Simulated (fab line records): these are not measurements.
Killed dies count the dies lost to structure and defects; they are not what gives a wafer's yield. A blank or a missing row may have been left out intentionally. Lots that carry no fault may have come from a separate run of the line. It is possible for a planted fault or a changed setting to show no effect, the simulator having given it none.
fab line records	flow gf180mcu
record lots=15	wafers=45	last-day=34
route steps=602 shown VT_IMPLANT@97 DUAL_GATE@154
lots untouched by any fault: they come from a run of this same line in which no faults occurred
start-h: start of the lot's first displayed wafer, in hours after the record's first day	wait-h: hours since the lot's step before	" unchanged from the row above	L1.1+2: a row that stands for several wafers	- no value present, or no start provided	* or withheld: withheld	< > ~ a bound
route shown NAME@n: NAME is a module with steps in the file, n the number in the route of the first one	usual: mean/standard deviation taken from wafers without a fault	same: alike in all rows	chamber/n: place in a boat	sites: each site's reading	_std_site: how widely they spread, as a standard deviation	_edge_site: mean of outer sites minus mean of inner sites	radius-mm: how far each site lies from the wafer's centre	mask NAME#n: copy n	behind: the last tool/chamber to shape the wafer	hold: cause of the lot's hold/its duration in hours/its outcome	device: whichever transistor did not switch (one of n, p or np)	end of line: the tests these same wafers got at the end of their route	for a step that has no rows: nothing shown but its recipe	killed: the dies lost at the first sort to structure and to defects; this is not the yield of the wafer	map: shows each die of a wafer: x if killed, . if not, _ if none is there
set.NAME: the run value of the setting; set.NAME@STEP: its run value at that earlier step	model.NAME: the simulator's own value behind a step, which no gauge read
steps of the route over a sample of lots; a table a step, a row a wafer
services: from which hour (start-h, from the record's first day; less than 0 if before it) a tool's chamber was out of use, for how many hours, and why
## steps
# step GF_VT_IMPLANT_OVL_MEAS_07
# usual VT_IMPLANT_OVL=-0.3/1.8
lot.wafer	tool	chamber	start-h	wait-h	VT_IMPLANT_OVL[nm]
L988.2	overlay-01	-	119.12	0.1	-0.1
L988.4	"	-	"	"	0.6
L988.6	"	-	"	"	0.6
L989.2	overlay-01	-	126.28	0.1	-1.4
L989.5	"	-	"	"	0.7
L989.6	"	-	"	"	-1.2
L990.3	overlay-02	-	131.38	0.1	-1.5
L990.5	"	-	"	"	1.3
L990.6	"	-	"	"	-1.0
L993.2	overlay-02	-	150.43	0.1	-1.4
L993.4	"	-	"	"	-2.9
L993.5	"	-	"	"	-1.9
L994.1	overlay-02	-	154.52	0.1	-1.3
L994.3	"	-	"	"	-1.4
L994.6	"	-	"	"	-3.1
L995.1	overlay-01	-	160.37	0.1	4.6
L995.4	"	-	"	"	3.7
L995.6	"	-	"	"	3.3
L996.2	overlay-01	-	168.83	0.1	-1.7
L996.3	"	-	"	"	-0.6
L996.6	"	-	"	"	-1.0
L998.1	overlay-02	-	177.42	0.1	0.2
L998.3	"	-	"	"	0.1
L998.6	"	-	"	"	-1.2
L102.2	overlay-01	-	204.89	0.1	-1.3
L102.3	"	-	"	"	1.1
L102.5	"	-	"	"	1.2
L103.4	overlay-02	-	211.18	0.1	2.8
L103.5	"	-	"	"	2.5
L103.6	"	-	"	"	2.7
L104.2	overlay-01	-	216.07	0.1	2.7
L104.5	"	-	"	"	-0.7
L104.6	"	-	"	"	1.7
L106.3	overlay-01	-	233.25	0.1	-1.0
L106.5	"	-	"	"	-1.8
L106.6	"	-	"	"	-1.0
L107.2	overlay-01	-	235.37	0.1	-0.2
L107.3	"	-	"	"	-0.6
L107.5	"	-	"	"	-0.6
L108.3	overlay-01	-	239.95	0.1	-0.3
L108.5	"	-	"	"	-1.0
L108.6	"	-	"	"	-1.5
L109.1	overlay-02	-	247.28	0.1	0.6
L109.3	"	-	"	"	2.1
L109.4	"	-	"	"	0.7
# step GF_VT_IMPLANT_DEVELOP_39
# recipe develop-time-s=60	dev-temp-c=23
# usual chill-plate-temp-C=22.99/0.095	develop-time-s=60/0
lot.wafer	tool	chamber	start-h	wait-h	chill-plate-temp-C	develop-time-s
L988.2	litho-track-01	0	166.31	0.1	23.11	60
L988.4	"	0	"	"	23.02	60
L988.6	"	0	"	"	23.10	60
L989.2	litho-track-01	0	174.01	0.1	23.03	60
L989.5	"	0	"	"	23.02	60
L989.6	"	0	"	"	22.98	60
L990.3	litho-track-03	0	180.42	0.1	22.87	60
L990.5	"	0	"	"	23.00	60
L990.6	"	0	"	"	22.99	60
L993.2	litho-track-03	-	199.49	0.1	-	-
L993.4	"	-	"	"	-	-
L993.5	"	-	"	"	-	-
L994.1	litho-track-03	-	205.07	0.1	-	-
L994.3	"	-	"	"	-	-
L994.6	"	-	"	"	-	-
L995.1	litho-track-01	-	210.13	0.1	-	-
L995.4	"	-	"	"	-	-
L995.6	"	-	"	"	-	-
L996.2	litho-track-02	0	219.45	0.1	22.93	60
L996.3	"	0	"	"	23.09	60
L996.6	"	0	"	"	23.14	60
L998.1	litho-track-02	0	229.57	0.1	23.11	60
L998.3	"	0	"	"	23.13	60
L998.6	"	0	"	"	23.07	60
L102.2	litho-track-03	0	260.14	0.1	23.14	60
L102.3	"	0	"	"	22.98	60
L102.5	"	0	"	"	23.14	60
L103.4	litho-track-01	0	267.41	0.1	22.89	60
L103.5	"	0	"	"	22.93	60
L103.6	"	0	"	"	23.14	60
L104.2	litho-track-02	0	271.29	0.1	23.08	60
L104.5	"	0	"	"	23.05	60
L104.6	"	0	"	"	23.05	60
L106.3	litho-track-03	0	290.02	0.1	23.04	60
L106.5	"	0	"	"	23.07	60
L106.6	"	0	"	"	22.95	60
L107.2	litho-track-03	0	293.09	0.1	23.10	60
L107.3	"	0	"	"	22.86	60
L107.5	"	0	"	"	23.00	60
L108.3	litho-track-02	0	298.07	0.1	23.01	60
L108.5	"	0	"	"	22.81	60
L108.6	"	0	"	"	23.02	60
L109.1	litho-track-02	0	306.07	0.1	22.94	60
L109.3	"	0	"	"	23.00	60
L109.4	"	0	"	"	22.88	60
# step GF_VT_IMPLANT_OVL_MEAS_40
# usual VT_IMPLANT_03_OVL=-0.2/1.5
lot.wafer	tool	chamber	start-h	wait-h	VT_IMPLANT_03_OVL[nm]
L988.2	overlay-01	-	166.44	0.1	0.6
L988.4	"	-	"	"	-0.3
L988.6	"	-	"	"	1.5
L989.2	overlay-02	-	174.14	0.1	0.8
L989.5	"	-	"	"	0.0
L989.6	"	-	"	"	-0.9
L990.3	overlay-01	-	180.53	0.1	2.1
L990.5	"	-	"	"	1.9
L990.6	"	-	"	"	0.8
L993.2	overlay-02	-	199.62	0.1	-
L993.4	"	-	"	"	-
L993.5	"	-	"	"	-
L994.1	overlay-02	-	205.22	0.1	-
L994.3	"	-	"	"	-
L994.6	"	-	"	"	-
L995.1	overlay-01	-	210.28	0.1	-
L995.4	"	-	"	"	-
L995.6	"	-	"	"	-
L996.2	overlay-01	-	219.58	0.1	2.3
L996.3	"	-	"	"	-1.1
L996.6	"	-	"	"	-0.1
L998.1	overlay-02	-	229.72	0.1	-2.4
L998.3	"	-	"	"	-0.1
L998.6	"	-	"	"	-2.3
L102.2	overlay-02	-	260.27	0.1	-1.5
L102.3	"	-	"	"	1.0
L102.5	"	-	"	"	-2.8
L103.4	overlay-01	-	267.50	0.1	-0.7
L103.5	"	-	"	"	-0.4
L103.6	"	-	"	"	-0.5
L104.2	overlay-01	-	271.43	0.1	-0.9
L104.5	"	-	"	"	0.2
L104.6	"	-	"	"	-1.1
L106.3	overlay-02	-	290.13	0.1	-0.6
L106.5	"	-	"	"	-0.4
L106.6	"	-	"	"	-0.9
L107.2	overlay-02	-	293.22	0.1	0.6
L107.3	"	-	"	"	-1.4
L107.5	"	-	"	"	-0.1
L108.3	overlay-02	-	298.18	0.1	-0.4
L108.5	"	-	"	"	-0.5
L108.6	"	-	"	"	0.6
L109.1	overlay-01	-	306.22	0.1	-1.3
L109.3	"	-	"	"	0.5
L109.4	"	-	"	"	-2.1
# step GF_DUAL_GATE_STRIP_13
# recipe chemistry=O2/N2	power-w=1400	pressure-mtorr=1500	platen-temp-c=250	o2-flow-sccm=3000	n2-flow-sccm=300	overash-fraction=0.5
# usual drypump-motor-current-A=5.86/0.3	heater-power-w=361/36	oes-product-au=0.716/0.0046	strip-time-to-endpoint-s=12.55/0.041
lot.wafer	tool	chamber	start-h	wait-h	drypump-motor-current-A	heater-power-w	oes-product-au	rf-hours-counter-h	strip-time-to-endpoint-s
L988.2	plasma-asher-03	0	185.04	0.0	5.62	317	0.721	52	12.53
L988.4	"	0	"	"	5.62	319	0.718	-	12.52
L988.6	"	1	"	"	6.46	298	0.711	-	12.55
L989.2	plasma-asher-03	0	194.14	0.0	5.64	311	0.717	53	12.58
L989.5	"	0	"	"	5.61	308	0.716	-	12.57
L989.6	"	1	"	"	6.53	306	0.718	-	12.57
L990.3	plasma-asher-04	0	201.32	0.0	5.44	373	0.711	-	12.59
L990.5	"	0	"	"	5.46	358	0.716	-	12.63
L990.6	"	1	"	"	5.56	366	0.711	-	12.59
L996.2	plasma-asher-02	1	240.93	0.0	5.96	385	0.713	10	12.51
L996.3	"	0	"	"	5.79	385	0.721	-	12.54
L996.6	"	0	"	"	5.80	387	0.710	-	12.57
L998.1	plasma-asher-04	1	251.34	0.0	5.53	375	0.711	63	12.57
L998.3	"	0	"	"	5.45	367	0.719	-	12.56
L998.6	"	0	"	"	5.44	360	0.711	-	12.58
L102.2	plasma-asher-03	1	282.18	0.0	6.48	307	0.720	61	12.60
L102.3	"	0	"	"	5.63	313	0.716	-	12.62
L102.5	"	0	"	"	5.63	307	0.708	-	12.59
L103.4	plasma-asher-03	1	289.73	0.0	6.50	306	0.711	-	12.56
L103.5	"	1	"	"	6.50	305	0.712	-	12.54
L103.6	"	0	"	"	5.64	306	0.722	-	12.52
L104.2	plasma-asher-02	1	293.63	0.0	5.99	384	0.728	16	12.61
L104.5	"	0	"	"	5.76	388	0.710	-	12.64
L104.6	"	1	"	"	5.96	394	0.714	-	12.63
L106.3	plasma-asher-02	1	313.17	0.0	5.92	383	0.719	-	12.57
L106.5	"	1	"	"	5.94	384	0.722	-	12.58
L106.6	"	0	"	"	5.77	388	0.707	-	12.58
L107.2	plasma-asher-02	1	317.13	0.0	5.98	380	0.714	18	12.60
L107.3	"	0	"	"	5.78	391	0.714	-	12.59
L107.5	"	0	"	"	5.78	383	0.720	-	12.59
L108.3	plasma-asher-02	1	321.82	0.0	5.98	388	0.713	-	12.58
L108.5	"	0	"	"	5.76	393	0.711	-	12.54
L108.6	"	1	"	"	5.98	387	0.719	-	12.59
L109.1	plasma-asher-04	1	330.78	0.0	5.52	369	0.719	71	12.56
L109.3	"	1	"	"	5.53	369	0.714	-	12.55
L109.4	"	0	"	"	5.47	367	0.714	-	12.56
## services
tool	chamber	start-h	hours	kind
plasma-asher-02	-	151.38	2.0	repair
plasma-asher-02	-	151.62	16.4	repair
plasma-asher-03	-	162.95	15.6	pm
plasma-asher-02	-	167.98	4.3	pm
litho-track-02	-	169.33	-	consumable-replace:filter
plasma-asher-03	-	213.00	0.5	repair
plasma-asher-04	-	244.00	2.8	pm
plasma-asher-03	-	250.54	2.8	pm
plasma-asher-03	-	268.39	1.9	repair
plasma-asher-04	-	289.55	0.5	repair
plasma-asher-04	-	329.05	0.7	repair
## key
first-sign step=GF_VT_IMPLANT_DEVELOP_39	reading=tool-record	direction=missing
effect none on later readings
met-at GF_VT_IMPLANT_DEVELOP_39
struck-lots L993,L994,L995
later-rows-left-out L993.2,L993.4,L993.5,L994.1,L994.3,L994.6,L995.1,L995.4,L995.6
sort-left-out L993.2,L993.4,L993.5,L994.1,L994.3,L994.6,L995.1,L995.4,L995.6
tester-left-out L993,L994,L995
not-acting-at GF_VT_IMPLANT_OVL_MEAS_07,GF_VT_IMPLANT_OVL_MEAS_40,GF_DUAL_GATE_STRIP_13
onset-between 180.42 199.49
fault kind=skipped-step-whole	tool=litho-track-01,litho-track-03	chamber=-	onset-h=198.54	steps=GF_VT_IMPLANT_DEVELOP_39	scope=struck-lots-only
# tester-left-out: of these lots the tester's yield and bins aren't shown, on N5 and GAA mostly nor the transistor test; their killed dies are dies lost to structure and defects alone, not to doping, threshold or leakage, so they don't give the yield
# sort-left-out: the simulated sort isn't trusted on such a fault, so these wafers' sort isn't shown, and their yield isn't known
# later-rows-left-out: the simulator's readings of these wafers behind a module that went badly wrong aren't trusted and aren't shown, but for the sort
